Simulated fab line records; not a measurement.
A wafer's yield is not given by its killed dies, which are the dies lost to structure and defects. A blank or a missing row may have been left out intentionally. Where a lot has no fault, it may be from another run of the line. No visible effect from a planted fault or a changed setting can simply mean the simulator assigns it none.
Which tool did it? ; flow gf180mcu ; 12 lots with 36 wafers sampled at 2 steps, on a route of 602 steps

WHAT THE GAUGES READ, wafer by wafer
GF_V1_OVL_MEAS_15.
lot;measured;on;V1_OVL (nm)
L075;day 19 00:35;overlay-01;9 9 6
L078;day 19 14:55;overlay-02;-3 -1 2
L079;day 20 02:41;overlay-01;0 -3 3
L081;day 20 23:17;overlay-02;0 4 4
L083;day 21 13:37;overlay-01;2 1 9
L085;day 22 07:41;overlay-01;-5 -2 -3
L087;day 22 22:35;overlay-02;-2 -9 -8
L089;day 23 18:56;overlay-02;0 3 -5
L091;day 24 08:38;overlay-02;7 2 3
L093;day 25 00:55;overlay-02;-2 0 1
L095;day 25 10:39;overlay-01;-1 5 7
L097;day 26 03:54;overlay-02;-3 -9 -2

TOOL THAT RAN EACH LOT (tool first, then ch and the chambers of the sampled wafers, then the start)
lot;GF_CONTACT_SPUTTER_22
L075;pvdSputter-02, day 16 19:14
L078;pvdSputter-02, day 17 13:50
L079;pvdSputter-02, day 18 00:36
L081;pvdSputter-03, day 18 19:56
L083;pvdSputter-02, day 19 10:27
L085;pvdSputter-03, day 20 05:38
L087;pvdSputter-03, day 20 20:14
L089;pvdSputter-01, day 21 19:20
L091;pvdSputter-02, day 22 08:26
L093;pvdSputter-01, day 23 02:21
L095;pvdSputter-01, day 23 11:53
L097;pvdSputter-03, day 24 06:37
- GF_CONTACT_SPUTTER_22: material Ti, target thk 15 nm, time 80.02 s.

THE ANSWER, worked out from the rows above alone
Rule: what is usual is taken from the lots themselves. The widest of any qualifying gaps counts: lots, ordered by their means at a reading, are off when they make up no more than a third of the lots, leave a main group of 4 or more, and stand apart from it by 3 or more times the standard deviation of that group's means. The tables above print the reading to a certain number of digits; a main group whose means all agree to those digits is not used. Also off: a lot with no number at a reading for which 4 or more lots have one. The other lots that the step has rows for count as sound.
Across all readings shown, no lot is off: no conclusion can be drawn from this.

WHAT THE SIMULATOR HAD PUT IN
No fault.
